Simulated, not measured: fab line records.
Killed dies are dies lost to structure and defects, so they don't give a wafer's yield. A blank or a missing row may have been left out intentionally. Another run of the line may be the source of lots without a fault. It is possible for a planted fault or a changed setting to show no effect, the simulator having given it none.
A struck lot beside a sound one :: flow sky130 :: 18 steps out of a route of 708
Sound: wafers L415.2, L415.4, L415.6. Struck: wafers L426.1, L426.3, L426.4. The cause is named last.
Order at every step that has rows: each side's tool, ch and its chambers, its first start. Under that, the readings that differ: sound wafers :: struck wafers :: difference of the means :: sigmas: that difference in standard deviations of wafers without a fault.
alike: words and numbers the same on both sides, and readings whose means are apart by under 2 such deviations; not compared: readings that were withheld, readings missing a value for some wafer, numbers with overlapping values and no deviation given by the record, and bounds like >300 which may hide the same value.
Wherever a step has rows on one side only, a row that says differs or no value, or a row with sigmas, the two part there. Numbers that have no deviation but don't overlap get no sigmas and don't part them. A reading that every wafer of one side lacks parts them only if that side has two wafers or more.

first, 5 steps without rows for these wafers: SKY_LDD_N_COAT_02 (resist thk 300 nm); SKY_LDD_N_SOFTBAKE_03 (time 60 s); SKY_LDD_N_EXPOSE_04 (exposes mask NTM, target cd 840 nm); SKY_LDD_N_PEB_05; SKY_LDD_N_DEVELOP_06 (develop time 60 s).
SKY_LDD_N_OVL_MEAS_07:
  sound on overlay-01 at day 17 03:23; struck on overlay-02 at day 21 22:11
  alike: LDD_N_OVL
then, 6 steps without rows for these wafers: SKY_LDD_N_IMPLANT_08; SKY_LDD_N_IMPLANT_09; SKY_LDD_N_IMPLANT_10; SKY_LDD_N_IMPLANT_11; SKY_LDD_N_IMPLANT_12; SKY_LDD_N_IMPLANT_13.
SKY_LDD_N_IMPLANT_14:
  sound on implanter-01 ch 0, day 17 04:21; struck on implanter-03 ch 0, day 21 23:07
reading: doseIonsCm2
sound: 5e+12 5e+12 5.006e+12
struck: 5.2343e+13 5.2347e+13 5.2354e+13
difference: +4.7346e+13
sigmas: +99 or more

reading: faradayCurrentUA
sound: 27.8 28.3 27.2
struck: 304.1 298.0 293.5
difference: +270.8
sigmas: +99 or more
  alike: rotationDeg, tiltDeg
after that, 1 step had no rows for these wafers: SKY_LDD_N_IMPLANT_15.
SKY_LDD_N_STRIP_16: strips in O2/N2.
  sound on plasmaAsher-01 ch 0, day 17 04:37; struck on plasmaAsher-04 ch 0,1, day 21 23:25
reading: stripTimeToEndpointS (s)
sound: 4.305 4.335 4.339
struck: 4.419 4.435 4.423
difference: +0.099
sigmas: +7
  alike: drypumpMotorCurrentA, oesProductAu
  not compared: rfHoursCounterH
SKY_LDD_N_TW_MEAS_17:
  sound on filmMetro-01 at day 17 04:44; struck on filmMetro-04 at day 21 23:31
reading: LDD_N_TW
sound: 2575 2564 2549
struck: 2684 2704 2688
difference: +129
sigmas: +4
then, 1 step without rows for these wafers: SKY_LDD_P_DEHYDRATE_00 (time 60 s).
-- record jumps: 26 days separate the struck wafers' starts on either side; left off in module LDD_P, taken up again in module PAD_OPEN, whose first shown step is the route's number 708 --
SKY_PAD_OPEN_PROBE_99:
  sound on prober-01 at day 45 03:37; struck on prober-02 at day 48 09:12
reading: killedAtContacts
sound: 31 27 31
struck: 19 25 16
difference: -10
sigmas: -2

reading: model.etest.nfet_01v8.rOnOhmUm
sound: 842.9 844.3 853.1
struck: 1279 1244 1196
difference: +393
sigmas: 

reading: model.etest.nfet_01v8_lvt.driveUaUm
sound: 573.2 574.3 566.7
struck: 263.3 272 282.4
difference: -298.8
sigmas: 

reading: model.etest.nfet_01v8_swapped.driveUaUm
sound: 507 504.4 498
struck: 232.1 242.1 256.2
difference: -259.7
sigmas: 

reading: model.etest.nfet_01v8.driveUaUm
sound: 499 505.3 494.8
struck: 239.5 248 259.1
difference: -250.8
sigmas: 

reading: model.etest.sramNfetPass.driveUaUm
sound: 481.4 477 476.2
struck: 229.4 249.2 248.3
difference: -235.9
sigmas: 

reading: model.etest.nfet_01v8_turned.driveUaUm
sound: 505.1 504.5 494
struck: 356.3 367.9 378.5
difference: -133.6
sigmas: 

reading: model.etest.tipN.rsOhmSq
sound: 441.6 441.3 441.7
struck: 526.9 521.8 524.2
difference: +82.8
sigmas: 
  alike: killed_at_M0_to_M3, killed_at_M4_up, killedAtFrontEnd, killedAtOther, killedDies, killedOpen, killedShort
  not compared: model.etest.resNdiff.lineOhmUm

WHERE THEY PART
First at SKY_LDD_N_IMPLANT_14; last, within this record, at SKY_PAD_OPEN_PROBE_99.

WHY: the cause the simulator had injected
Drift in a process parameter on implanter-03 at SKY_LDD_N_IMPLANT_14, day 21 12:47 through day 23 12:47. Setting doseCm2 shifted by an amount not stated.
